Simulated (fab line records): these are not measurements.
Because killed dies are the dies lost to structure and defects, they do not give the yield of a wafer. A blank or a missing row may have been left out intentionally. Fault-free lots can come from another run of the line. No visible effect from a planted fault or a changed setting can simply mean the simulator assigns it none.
Which tool did it? ; flow sky130 ; 39 wafers from 13 lots sampled at 5 of the route's 708 steps

== WHAT THE GAUGES READ, wafer by wafer ==
SKY_VT_ADJUST_HVTP_OVL_MEAS_08.
lot;measured;on;VT_ADJUST_HVTP_OVL (nm)
L618;day 6 00:42;overlay-02;-0.3 2.7 1.1
L619;day 6 06:04;overlay-02;-2.6 -2.1 -0.7
L620;day 6 16:08;overlay-01;2.3 -0.9 1.5
L622;day 7 03:54;overlay-01;4.1 2.5 3.4
L625;day 7 21:05;overlay-01;-0.2 -0.9 0.6
L626;day 8 02:06;overlay-02;-0.5 -1.5 0.6
L628;day 8 17:52;overlay-02;-84.0 -84.2 -84.7
L632;day 9 20:48;overlay-01;-81.6 -83.5 -84.5
L633;day 9 23:15;overlay-02;-85.0 -84.0 -83.8
L634;day 10 06:48;overlay-02;-85.6 -83.7 -86.2
L635;day 10 15:09;overlay-02;-0.3 -0.2 0.2
L637;day 11 10:47;overlay-01;-0.3 0.3 0.4
L638;day 11 11:30;overlay-01;0.3 0.3 0.7

SKY_VT_ADJUST_LVTN_OVL_MEAS_07.
lot;measured;on;VT_ADJUST_LVTN_OVL (nm)
L618;day 6 20:46;overlay-01;1.6 1.6 0.8
L619;day 7 02:05;overlay-01;1.6 0.9 -0.7
L620;day 7 12:07;overlay-01;-1.2 -1.5 -0.5
L622;day 8 00:02;overlay-02;-0.8 -4.0 2.4
L625;day 8 18:16;overlay-01;0.0 -0.6 0.4
L626;day 8 23:16;overlay-01;1.0 1.3 -0.6
L628;day 9 15:32;overlay-01;-0.5 0.3 -0.4
L632;day 10 19:46;overlay-02;-0.8 0.4 -0.2
L633;day 10 22:32;overlay-02;-0.1 -0.7 0.8
L634;day 11 05:59;overlay-02;-3.0 -3.0 -2.3
L635;day 11 13:56;overlay-01;-1.7 -1.0 -1.6
L637;day 12 10:32;overlay-01;1.7 0.5 1.2
L638;day 12 12:26;overlay-01;-0.7 -0.4 0.9

SKY_SONOS_TUNNEL_CD_MEAS_07: target cd 410 nm.
lot;measured;on;cd nm (nm)
L618;day 11 08:26;cd sem-01;409.5 408.2 407.9
L619;day 11 16:00;cd sem-02;406.2 406.6 407.5
L620;day 12 03:00;cd sem-01;408.3 409.7 408.1
L622;day 12 16:50;cd sem-02;413.8 415.7 415.0
L625;day 13 15:33;cd sem-01;411.9 411.7 412.9
L626;day 13 18:47;cd sem-02;407.7 404.4 406.8
L628;day 14 16:15;cd sem-02;408.0 408.9 408.9
L632;day 16 01:04;cd sem-01;407.1 409.6 406.5
L633;day 16 03:59;cd sem-02;404.2 406.3 405.5
L634;day 16 14:13;cd sem-01;407.7 409.6 407.9
L635;day 16 23:32;cd sem-01;407.5 409.8 410.2
L637;day 18 00:17;cd sem-02;410.0 410.4 409.1
L638;day 18 03:25;cd sem-02;411.1 410.6 410.2

== WHAT TOOL EACH LOT RAN ON (gives the tool, then ch and the chambers of the sampled wafers, and finally the start) ==
lot;SKY_FIELD_ISO_CMP_27;SKY_VT_ADJUST_HVTP_EXPOSE_04
L618;cmp-01 ch 1,2,3, day 2 10:11;iline stepper-01 ch 0, day 5 15:57
L619;cmp-01 ch 1,2,3, day 2 14:30;iline stepper-01 ch 0, day 5 19:56
L620;cmp-02 ch 1,2,3, day 2 19:53;iline stepper-02 ch 0, day 6 06:59
L622;cmp-02 ch 0,1,3, day 3 07:32;iline stepper-02 ch 0, day 6 17:53
L625;cmp-01 ch 0,2,3, day 3 22:12;iline stepper-01 ch 0, day 7 11:09
L626;cmp-01 ch 0,2,3, day 4 02:40;iline stepper-02 ch 0, day 7 16:01
L628;cmp-01 ch 0,2,3, day 4 12:50;iline stepper-02 ch 0, day 8 06:56
L632;cmp-02 ch 0,2,3, day 5 10:33;iline stepper-02 ch 0, day 9 09:16
L633;cmp-02 ch 0,2,3, day 5 14:46;iline stepper-02 ch 0, day 9 12:19
L634;cmp-01 ch 0,1,3, day 5 19:05;iline stepper-02 ch 0, day 9 20:02
L635;cmp-02 ch 0,1,3, day 6 03:42;iline stepper-01 ch 0, day 10 04:01
L637;cmp-01 ch 1,2,3, day 6 19:20;iline stepper-01 ch 0, day 10 23:30
L638;cmp-02 ch 1,2,3, day 6 19:20;iline stepper-01 ch 0, day 11 00:01
- SKY_FIELD_ISO_CMP_27: polishes, stops on Si3N4, t overpolish 16 s, target thk 457.8 nm.
- SKY_VT_ADJUST_HVTP_EXPOSE_04: exposes mask HVTPM, target cd 380 nm.

== AS READ BY THE TOOLS THEMSELVES (means over the sampled wafers that have a number; for cases with no such wafer, the mark the record gives instead) ==
SKY_FIELD_ISO_CMP_27.
lot;tool;motor current A (A);overpolish run s (s);time to endpoint s (s)
L618;cmp-01;12.4;16.013;110
L619;cmp-01;12.5;16.002;115
L620;cmp-02;10.9;16.003;110
L622;cmp-02;10.7;16.005;108
L625;cmp-01;13.1;16.006;115
L626;cmp-01;13.2;16.014;108
L628;cmp-01;13.6;16.000;107
L632;cmp-02;11.3;16.000;113
L633;cmp-02;11.7;15.997;112
L634;cmp-01;13.1;16.006;109
L635;cmp-02;11.3;15.997;112
L637;cmp-01;12.1;16.004;108
L638;cmp-02;11.1;16.000;111

== THE ANSWER, worked out from the rows above alone ==
Rule: usual is defined by the lots themselves. The widest of any qualifying gaps counts: lots, ordered by their means at a reading, are off when they make up no more than a third of the lots, leave a main group of 4 or more, and stand apart from it by 3 or more times the standard deviation of that group's means. A main group whose means are all the same, to the digits that the tables above print for the reading, isn't used. Also off: a lot with no number at a reading for which 4 or more lots have one. Where the step has rows for the other lots, those lots are counted as sound. First the gauges in route order, then the tools' own readings, where a lot's mean is used as printed above. The first step at which some lot is off is used, and at that step the reading that is off furthest; a lot without a number counts as furthest.
Off: L628, L632, L633, L634, seen at SKY_VT_ADJUST_HVTP_OVL_MEAS_08 (VT_ADJUST_HVTP_OVL). For the main group the mean is 0.4 nm and the standard deviation 1.3.
A tool fits if, at a process step before that reading, it ran every lot that is off, and no sound lot after the first of them. Gauges at SKY_VT_ADJUST_HVTP_OVL_MEAS_08: tried the same way as those tools. One candidate fits, namely iline stepper-02 at SKY_VT_ADJUST_HVTP_EXPOSE_04. Its last sound lot is L626 (day 7 16:01), its first lot that is off L628 (day 8 06:56): a fault that began between those two fits.

== WHAT HAD BEEN PUT IN BY THE SIMULATOR ==
Scanner matching overlay: iline stepper-02, from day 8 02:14 on, at SKY_VT_ADJUST_HVTP_EXPOSE_04. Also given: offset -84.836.
Shown lots that were struck: L628, L632, L633, L634. The rule above found the same.
